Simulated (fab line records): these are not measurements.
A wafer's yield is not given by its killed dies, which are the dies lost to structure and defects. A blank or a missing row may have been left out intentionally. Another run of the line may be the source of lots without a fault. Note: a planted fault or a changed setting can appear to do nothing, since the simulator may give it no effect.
fab line records    flow sfq-line
record: lots: 15  wafers: 45  last-day: 80
route steps=325 shown L0@3 I3@135 A5B@209
lots untouched by any fault: they come from a run of this same line in which no faults occurred
start-h: hours from the record's first day to the start of the lot's first wafer shown    wait-h: hours elapsed since this lot's preceding step    " unchanged from the row above    L1.1+2: a single row standing in for several wafers    - either no value or no given start    * or withheld: withheld    < > ~ a bound
route shown NAME@n: names a module that has steps shown in the file, with the first one's number in the route    usual: mean/standard deviation taken from wafers without a fault    same: alike in all rows    chamber/n: place in a boat    sites: each site's reading    _std_site: the values' standard deviation    _edge_site: outer sites' mean less inner sites'    radius-mm: how far each site lies from the wafer's centre    mask NAME#n: copy n    behind: the most recent tool/chamber to have shaped the wafer    hold: why the lot was held/for how many hours/how that ended    device: the transistor (n, p or np) that didn't switch    end of line: at the end of the route, the tests of the same wafers    a step with no rows: only its recipe    killed: at the first sort, the dies lost to defects and structure; wafer yield is something else    map: the dies of a wafer, with x for killed, . for not killed, _ for no die there
set.NAME: the setting that was run; set.NAME@STEP: the one run at that earlier step    model.NAME: the simulator's own value behind a step, which no gauge read
the route's steps for a sample of lots (tables are steps, rows are wafers)
services: the hour from which a tool's chamber was out of use, counted from the record's first day as start-h (under 0 if before that day), plus the number of hours and why
== steps ==
step: SFQ_TRILAYER_L0_DEP_SPUTTER_003
recipe: material: MoNx_KI  base-pressure-pa: 1.33e-06  target-thk-nm: 40  power-w: 800  time-s: 100  chamber-pressure-pa: 0.4
usual: throttle-valve-pct: 30.4/1.1
lot.wafer  tool            chamber  start-h  wait-h  throttle-valve-pct
L890.1     pvd-sputter-06  -        12.49    0.0     28.2
L890.3     "               -        "        "       28.8
L890.4     "               -        "        "       30.5
L891.1     pvd-sputter-04  -        17.49    0.0     30.0
L891.5     "               -        "        "       31.7
L891.6     "               -        "        "       31.1
L892.2     pvd-sputter-06  -        22.49    0.0     30.9
L892.3     "               -        "        "       28.2
L892.4     "               -        "        "       28.4
L893.1     pvd-sputter-05  -        27.49    0.0     30.4
L893.2     "               -        "        "       31.7
L893.5     "               -        "        "       30.3
L894.4     pvd-sputter-04  -        32.49    0.0     31.2
L894.5     "               -        "        "       30.5
L894.6     "               -        "        "       29.9
L894.4     pvd-sputter-04  -        32.73    0.2     31.0
L894.5     "               -        "        "       30.9
L894.6     "               -        "        "       30.2
L895.3     pvd-sputter-04  -        37.49    0.0     31.7
L895.4     "               -        "        "       31.1
L895.6     "               -        "        "       30.1
L896.1     pvd-sputter-06  -        42.49    0.0     29.3
L896.2     "               -        "        "       28.4
L896.4     "               -        "        "       28.1
L896.1     pvd-sputter-06  -        42.73    0.2     29.2
L896.2     "               -        "        "       28.5
L896.4     "               -        "        "       27.9
L898.3     pvd-sputter-05  -        52.49    0.0     31.3
L898.4     "               -        "        "       30.5
L898.5     "               -        "        "       31.8
L904.1     pvd-sputter-04  -        82.49    0.0     31.5
L904.3     "               -        "        "       30.6
L904.6     "               -        "        "       31.2
L904.1     pvd-sputter-04  -        82.73    0.2     30.9
L904.3     "               -        "        "       31.0
L904.6     "               -        "        "       31.0
L906.1     pvd-sputter-06  -        92.49    0.0     28.4
L906.2     "               -        "        "       28.2
L906.5     "               -        "        "       29.2
L907.3     pvd-sputter-06  -        97.49    0.0     31.0
L907.5     "               -        "        "       30.6
L907.6     "               -        "        "       29.4
L909.2     pvd-sputter-04  -        107.49   0.0     30.4
L909.3     "               -        "        "       31.4
L909.5     "               -        "        "       31.2
L910.2     pvd-sputter-05  -        112.49   0.0     31.0
L910.4     "               -        "        "       30.3
L910.5     "               -        "        "       30.3
L911.1     pvd-sputter-05  -        117.49   0.0     30.5
L911.2     "               -        "        "       32.0
L911.6     "               -        "        "       30.9
L913.1     pvd-sputter-05  -        127.49   0.0     30.5
L913.3     "               -        "        "       31.3
L913.5     "               -        "        "       30.7
step: SFQ_L0_RS_MEAS_901
recipe: thk-meas-gauge: four-point-probe  reads: MoNx_KI_of_TRILAYER_L0_DEP_SPUTTER_003
usual: L0_MONX_KI_RS: 43.7/0.6
lot.wafer  tool           chamber  start-h  wait-h  L0_MONX_KI_RS[ohm/sq]
L890.1     film-metro-03  -        12.56    0.0     44.0
L890.3     "              -        "        "       44.0
L890.4     "              -        "        "       43.7
L891.1     film-metro-04  -        17.56    0.0     43.5
L891.5     "              -        "        "       43.1
L891.6     "              -        "        "       43.6
L892.2     film-metro-02  -        22.58    0.1     42.3
L892.3     "              -        "        "       42.8
L892.4     "              -        "        "       42.8
L893.1     film-metro-04  -        27.56    0.0     44.2
L893.2     "              -        "        "       42.4
L893.5     "              -        "        "       43.5
L894.4     film-metro-04  -        32.86    0.1     22.0
L894.5     "              -        "        "       22.0
L894.6     "              -        "        "       21.9
L895.3     film-metro-04  -        37.61    0.1     43.2
L895.4     "              -        "        "       44.0
L895.6     "              -        "        "       43.7
L896.1     film-metro-03  -        42.80    0.0     22.0
L896.2     "              -        "        "       21.9
L896.4     "              -        "        "       21.9
L898.3     film-metro-03  -        52.60    0.1     43.2
L898.4     "              -        "        "       43.7
L898.5     "              -        "        "       43.1
L904.1     film-metro-02  -        82.80    0.0     22.1
L904.3     "              -        "        "       21.9
L904.6     "              -        "        "       22.1
L906.1     film-metro-03  -        92.56    0.0     43.6
L906.2     "              -        "        "       43.3
L906.5     "              -        "        "       43.7
L907.3     film-metro-02  -        97.60    0.1     43.1
L907.5     "              -        "        "       43.0
L907.6     "              -        "        "       44.0
L909.2     film-metro-04  -        107.58   0.1     44.6
L909.3     "              -        "        "       43.8
L909.5     "              -        "        "       43.6
L910.2     film-metro-02  -        112.58   0.1     42.8
L910.4     "              -        "        "       43.6
L910.5     "              -        "        "       43.9
L911.1     film-metro-04  -        117.56   0.0     44.2
L911.2     "              -        "        "       43.3
L911.6     "              -        "        "       43.7
L913.1     film-metro-02  -        127.56   0.0     44.5
L913.3     "              -        "        "       43.5
L913.5     "              -        "        "       44.0
step: SFQ_L0_THK_MEAS_902
recipe: thk-meas-gauge: xrf  reads: MoNx_KI_of_TRILAYER_L0_DEP_SPUTTER_003
usual: L0_MONX_KI_THK: 40.8/0.63
lot.wafer  tool           chamber  start-h  wait-h  L0_MONX_KI_THK[nm]
L890.1     film-metro-03  -        12.68    0.1     40.8
L890.3     "              -        "        "       40.7
L890.4     "              -        "        "       40.7
L891.1     film-metro-04  -        17.68    0.1     41.3
L891.5     "              -        "        "       41.3
L891.6     "              -        "        "       40.8
L892.2     film-metro-02  -        22.69    0.1     42.5
L892.3     "              -        "        "       41.9
L892.4     "              -        "        "       41.8
L893.1     film-metro-04  -        27.68    0.1     40.1
L893.2     "              -        "        "       41.7
L893.5     "              -        "        "       40.9
L894.4     film-metro-04  -        32.95    0.1     80.5
L894.5     "              -        "        "       81.0
L894.6     "              -        "        "       80.7
L895.3     film-metro-04  -        37.71    0.1     40.9
L895.4     "              -        "        "       40.7
L895.6     "              -        "        "       40.6
L896.1     film-metro-03  -        42.92    0.1     81.7
L896.2     "              -        "        "       81.5
L896.4     "              -        "        "       81.4
L898.3     film-metro-03  -        52.70    0.1     41.3
L898.4     "              -        "        "       40.7
L898.5     "              -        "        "       41.4
L904.1     film-metro-02  -        82.92    0.1     81.6
L904.3     "              -        "        "       82.4
L904.6     "              -        "        "       81.7
L906.1     film-metro-03  -        92.68    0.1     40.7
L906.2     "              -        "        "       41.1
L906.5     "              -        "        "       40.9
L907.3     film-metro-02  -        97.70    0.1     41.4
L907.5     "              -        "        "       41.6
L907.6     "              -        "        "       40.7
L909.2     film-metro-04  -        107.69   0.1     40.1
L909.3     "              -        "        "       40.6
L909.5     "              -        "        "       41.0
L910.2     film-metro-02  -        112.69   0.1     41.8
L910.4     "              -        "        "       40.9
L910.5     "              -        "        "       40.7
L911.1     film-metro-04  -        117.68   0.1     40.5
L911.2     "              -        "        "       41.1
L911.6     "              -        "        "       40.5
L913.1     film-metro-02  -        127.68   0.1     40.2
L913.3     "              -        "        "       41.4
L913.5     "              -        "        "       41.0
step: SFQ_TRILAYER_L0_BARC_OPEN_METAL_ETCH_010
recipe: mask-material: PR  chemistry: O2  target-depth-nm: 125  target: BARC  icp-w: 600  bias-w: 80  pressure-mtorr: 10  time-s: 41.7
usual: drypump-motor-current-A: 5.22/0.15  oes-product-au: 0.685/0.0047
lot.wafer  tool          chamber  start-h  wait-h  drypump-motor-current-A  oes-product-au  rf-hours-counter-h
L890.1     rie-metal-01  0        61.32    0.1     5.06                     0.678           193
L890.3     "             1        "        "       5.16                     0.681           -
L890.4     "             0        "        "       5.06                     0.688           -
L891.1     rie-metal-01  0        67.32    0.1     5.07                     0.691           194
L891.5     "             0        "        "       5.08                     0.688           -
L891.6     "             1        "        "       5.17                     0.685           -
L892.2     rie-metal-03  0        72.22    0.1     5.31                     0.682           91
L892.3     "             0        "        "       5.30                     0.680           -
L892.4     "             1        "        "       5.39                     0.686           -
L893.1     rie-metal-01  0        77.02    0.1     5.06                     0.682           196
L893.2     "             1        "        "       5.17                     0.691           146
L893.5     "             1        "        "       5.15                     0.681           -
L894.4     rie-metal-04  0        84.24    0.1     5.05                     0.683           -
L894.5     "             0        "        "       5.05                     0.681           -
L894.6     "             1        "        "       4.86                     0.675           -
L895.3     rie-metal-03  1        91.44    0.1     5.40                     0.683           -
L895.4     "             0        "        "       5.28                     0.688           -
L895.6     "             0        "        "       5.31                     0.688           -
L896.1     rie-metal-01  1        97.22    0.1     5.17                     0.687           150
L896.2     "             1        "        "       5.15                     0.682           -
L896.4     "             1        "        "       5.16                     0.683           -
L898.3     rie-metal-04  0        111.22   0.1     5.07                     0.689           -
L898.4     "             1        "        "       4.85                     0.684           -
L898.5     "             0        "        "       5.07                     0.680           -
L904.1     rie-metal-03  1        143.60   0.1     5.41                     0.688           99
L904.3     "             0        "        "       5.30                     0.680           -
L904.6     "             1        "        "       5.40                     0.685           -
L906.1     rie-metal-03  1        154.40   0.1     5.40                     0.679           101
L906.2     "             0        "        "       5.31                     0.679           108
L906.5     "             0        "        "       5.30                     0.685           -
L907.3     rie-metal-01  0        162.37   0.1     5.07                     0.686           -
L907.5     "             1        "        "       5.16                     0.691           -
L907.6     "             0        "        "       5.07                     0.689           -
L909.2     rie-metal-03  0        170.75   0.1     5.30                     0.684           110
L909.3     "             0        "        "       5.29                     0.689           -
L909.5     "             1        "        "       5.42                     0.684           -
L910.2     rie-metal-03  1        175.57   0.1     5.42                     0.681           -
L910.4     "             1        "        "       5.45                     0.682           -
L910.5     "             1        "        "       5.44                     0.685           -
L911.1     rie-metal-01  1        182.75   0.1     5.14                     0.693           166
L911.2     "             0        "        "       5.08                     0.691           12
L911.6     "             1        "        "       5.16                     0.683           -
L913.1     rie-metal-01  1        191.15   0.1     5.16                     0.682           168
L913.3     "             1        "        "       5.17                     0.688           -
L913.5     "             0        "        "       5.08                     0.677           -
step: SFQ_TRILAYER_L0_ETCH_METAL_ETCH_008
recipe: target: MoNx_KI  stop-on: SiO2  mask-material: PR  chemistry: SF6/O2  target-depth-nm: 50  icp-w: 600  bias-w: 80  pressure-mtorr: 10  time-s: 25
usual: drypump-motor-current-A: 5.22/0.15  oes-product-au: 0.871/0.0075
lot.wafer  tool          chamber  start-h  wait-h  drypump-motor-current-A  oes-product-au  rf-hours-counter-h
L890.1     rie-metal-01  0        61.38    0.0     5.07                     0.876           193
L890.3     "             1        "        "       5.17                     0.865           -
L890.4     "             0        "        "       5.07                     0.871           -
L891.1     rie-metal-01  0        67.38    0.0     5.06                     0.876           194
L891.5     "             0        "        "       5.04                     0.883           -
L891.6     "             1        "        "       5.16                     0.872           -
L892.2     rie-metal-03  0        72.28    0.0     5.29                     0.889           91
L892.3     "             0        "        "       5.31                     0.888           -
L892.4     "             1        "        "       5.40                     0.876           -
L893.1     rie-metal-01  0        77.08    0.0     5.07                     0.861           196
L893.2     "             1        "        "       5.17                     0.883           146
L893.5     "             1        "        "       5.16                     0.873           -
L894.4     rie-metal-04  0        84.30    0.0     5.07                     1.002           -
L894.5     "             0        "        "       5.08                     1.005           -
L894.6     "             1        "        "       4.79                     1.022           -
L895.3     rie-metal-03  1        91.50    0.0     5.39                     0.876           -
L895.4     "             0        "        "       5.31                     0.865           -
L895.6     "             0        "        "       5.30                     0.870           -
L896.1     rie-metal-01  1        97.34    0.1     5.13                     1.022           150
L896.2     "             1        "        "       5.15                     1.026           -
L896.4     "             1        "        "       5.13                     1.019           -
L898.3     rie-metal-04  0        111.27   0.0     5.05                     0.868           -
L898.4     "             1        "        "       4.88                     0.875           -
L898.5     "             0        "        "       5.06                     0.869           -
L904.1     rie-metal-03  1        143.66   0.0     5.40                     1.011           99
L904.3     "             0        "        "       5.29                     0.994           -
L904.6     "             1        "        "       5.39                     1.006           -
L906.1     rie-metal-03  1        154.46   0.0     5.42                     0.873           101
L906.2     "             0        "        "       5.31                     0.873           108
L906.5     "             0        "        "       5.29                     0.869           -
L907.3     rie-metal-01  0        162.42   0.0     5.06                     0.883           -
L907.5     "             1        "        "       5.20                     0.881           -
L907.6     "             0        "        "       5.04                     0.867           -
L909.2     rie-metal-03  0        170.81   0.0     5.32                     0.858           110
L909.3     "             0        "        "       5.30                     0.862           -
L909.5     "             1        "        "       5.41                     0.865           -
L910.2     rie-metal-03  1        175.68   0.1     5.41                     0.882           -
L910.4     "             1        "        "       5.40                     0.865           -
L910.5     "             1        "        "       5.40                     0.864           -
L911.1     rie-metal-01  1        182.81   0.0     5.17                     0.859           166
L911.2     "             0        "        "       5.07                     0.872           12
L911.6     "             1        "        "       5.17                     0.869           -
L913.1     rie-metal-01  1        191.21   0.0     5.17                     0.859           168
L913.3     "             1        "        "       5.16                     0.873           -
L913.5     "             0        "        "       5.07                     0.875           -
step: SFQ_I3_BOW_MEAS_922
recipe: mode: bow
usual: I3_BOW: 6/9.1
lot.wafer  tool           chamber  start-h  wait-h  I3_BOW[um]
L890.1     film-metro-02  -        656.28   2.0     0
L890.3     "              -        "        "       11
L890.4     "              -        "        "       6
L891.1     film-metro-02  -        659.92   1.5     23
L891.5     "              -        "        "       23
L891.6     "              -        "        "       19
L892.2     film-metro-03  -        671.94   2.0     8
L892.3     "              -        "        "       11
L892.4     "              -        "        "       20
L893.1     film-metro-04  -        685.32   1.5     -3
L893.2     "              -        "        "       -2
L893.5     "              -        "        "       -7
L894.4     film-metro-02  -        704.34   2.6     8
L894.5     "              -        "        "       0
L894.6     "              -        "        "       2
L895.3     film-metro-02  -        710.32   2.0     6
L895.4     "              -        "        "       7
L895.6     "              -        "        "       1
L896.1     film-metro-02  -        725.28   1.5     8
L896.2     "              -        "        "       4
L896.4     "              -        "        "       5
L898.3     film-metro-03  -        742.36   1.5     15
L898.4     "              -        "        "       14
L898.5     "              -        "        "       9
L904.1     film-metro-03  -        798.28   2.0     -4
L904.3     "              -        "        "       -9
L904.6     "              -        "        "       -17
L906.1     film-metro-03  -        810.15   1.5     8
L906.2     "              -        "        "       16
L906.5     "              -        "        "       4
L907.3     film-metro-04  -        819.55   2.5     18
L907.5     "              -        "        "       13
L907.6     "              -        "        "       13
L909.2     film-metro-02  -        840.53   1.5     9
L909.3     "              -        "        "       2
L909.5     "              -        "        "       12
L910.2     film-metro-02  -        849.17   2.0     -1
L910.4     "              -        "        "       -2
L910.5     "              -        "        "       19
L911.1     film-metro-03  -        852.51   2.5     5
L911.2     "              -        "        "       2
L911.6     "              -        "        "       -4
L913.1     film-metro-04  -        865.88   1.0     24
L913.3     "              -        "        "       11
L913.5     "              -        "        "       10
step: SFQ_TRILAYER_A5B_DEP_PECVD_129
recipe: material: SiO2  temp-c: 150  time-s: 133.33  pressure-torr: 2.4  rf-w: 183.3  precursor: SiH4/N2O  target-thk-nm: 600
usual: chamber-pressure-Torr: 2.400/0.0055  heater-power-w: 74/14  showerhead-vpp-V: 851/40  throttle-valve-pct: 24.2/0.67
lot.wafer  tool      chamber  start-h  wait-h  chamber-pressure-Torr  heater-power-w  showerhead-vpp-V  throttle-valve-pct
L890.1     pecvd-02  1        1071.33  0.0     2.400                  59              860               23.4
L890.3     "         0        "        "       2.398                  90              909               23.7
L890.4     "         0        "        "       2.401                  90              890               23.9
L891.1     pecvd-04  2        1078.53  0.0     2.411                  71              828               22.6
L891.5     "         0        "        "       2.402                  72              807               22.8
L891.6     "         2        "        "       2.405                  73              827               22.5
L892.2     pecvd-02  1        1086.58  0.0     2.409                  62              868               23.4
L892.3     "         2        "        "       2.404                  59              863               24.3
L892.4     "         1        "        "       2.401                  62              871               23.5
L893.1     pecvd-02  2        1101.65  0.0     2.398                  70              864               24.4
L893.2     "         0        "        "       2.403                  85              896               24.2
L893.5     "         2        "        "       2.398                  71              862               24.4
L894.4     pecvd-02  0        1130.87  0.0     2.403                  87              900               23.7
L894.5     "         1        "        "       2.400                  60              861               23.7
L894.6     "         2        "        "       2.403                  68              862               24.3
L895.3     pecvd-01  2        1135.25  0.0     2.402                  84              895               25.2
L895.4     "         2        "        "       2.404                  68              877               25.1
L895.6     "         0        "        "       2.399                  72              805               24.5
L896.1     pecvd-01  1        1152.55  0.0     2.395                  68              786               23.9
L896.2     "         2        "        "       2.403                  77              868               25.4
L896.4     "         0        "        "       2.392                  87              792               24.5
L898.3     pecvd-01  1        1169.35  0.0     2.399                  58              790               23.7
L898.4     "         1        "        "       2.399                  62              783               23.7
L898.5     "         2        "        "       2.403                  82              892               25.5
L904.1     pecvd-02  2        1369.75  0.0     2.413                  67              848               24.8
L904.3     "         0        "        "       2.403                  93              908               24.0
L904.6     "         0        "        "       2.394                  77              900               24.6
L906.1     pecvd-02  0        1387.75  0.0     2.406                  90              918               24.4
L906.2     "         1        "        "       2.401                  63              858               24.0
L906.5     "         1        "        "       2.400                  50              868               24.0
L907.3     pecvd-02  1        1400.95  0.0     2.408                  60              864               24.1
L907.5     "         2        "        "       2.394                  69              839               24.8
L907.6     "         1        "        "       2.407                  62              851               24.0
L909.2     pecvd-04  1        1438.44  0.0     2.395                  112             806               23.3
L909.3     "         0        "        "       2.404                  73              804               23.9
L909.5     "         0        "        "       2.398                  78              807               24.2
L910.2     pecvd-02  2        1444.71  0.0     2.386                  66              854               25.1
L910.4     "         1        "        "       2.399                  63              860               24.0
L910.5     "         0        "        "       2.411                  86              903               24.5
L911.1     pecvd-04  2        1445.64  0.0     2.403                  75              819               23.5
L911.2     "         1        "        "       2.399                  120             810               23.5
L911.6     "         0        "        "       2.391                  78              814               24.3
L913.1     pecvd-04  2        1456.75  0.0     2.406                  77              828               23.8
L913.3     "         0        "        "       2.401                  79              809               24.3
L913.5     "         2        "        "       2.409                  77              839               23.9
== services ==
tool          chamber  start-h  hours  kind
rie-metal-03  -        34.19    2.8    pm
rie-metal-01  -        240.89   0.2    repair
rie-metal-01  -        272.29   15.6   pm
rie-metal-03  -        325.92   2.1    repair
rie-metal-03  -        355.40   0.2    repair
rie-metal-01  0        366.49   22.1   repair
rie-metal-01  -        383.38   14.6   pm
rie-metal-01  -        480.21   28.1   pm
rie-metal-03  -        502.13   0.9    repair
rie-metal-03  -        530.76   5.5    repair
rie-metal-03  -        837.32   15.6   pm
rie-metal-03  -        866.77   14.6   pm
rie-metal-01  -        926.83   2.8    pm
rie-metal-03  1        942.42   2.1    repair
rie-metal-03  -        962.67   28.1   pm
rie-metal-01  -        1025.45  1.4    pm
rie-metal-01  0        1056.92  15.5   repair
rie-metal-03  1        1079.16  8.3    repair
rie-metal-03  -        1134.19  2.8    pm
rie-metal-03  -        1197.77  1.3    repair
rie-metal-01  1        1281.49  6.9    repair
rie-metal-03  -        1357.59  0.9    repair
rie-metal-01  -        1379.99  0.9    repair
rie-metal-01  -        1420.45  0.4    repair
== key ==
first-sign: step: SFQ_TRILAYER_L0_DEP_SPUTTER_003  reading: visit  direction: added
effect: step: SFQ_L0_RS_MEAS_901  reading: L0_MONX_KI_RS  direction: down  sigmas: 36  usual: 43.7  struck: 22.0
effect: step: SFQ_L0_THK_MEAS_902  reading: L0_MONX_KI_THK  direction: up  sigmas: 64  usual: 40.8  struck: 81.4
effect: step: SFQ_TRILAYER_L0_ETCH_METAL_ETCH_008  reading: oes-product-au  direction: up  sigmas: 19  usual: 0.871  struck: 1.012
met-at SFQ_TRILAYER_L0_DEP_SPUTTER_003
struck-lots L894,L896,L904
not-acting-at SFQ_TRILAYER_L0_BARC_OPEN_METAL_ETCH_010,SFQ_I3_BOW_MEAS_922,SFQ_TRILAYER_A5B_DEP_PECVD_129
fault: kind: repeated-step-whole  tool: pvd-sputter-04,pvd-sputter-05,pvd-sputter-06  chamber: -  onset-h: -  steps: SFQ_TRILAYER_L0_DEP_SPUTTER_003  times: 1  scope: struck-lots-only
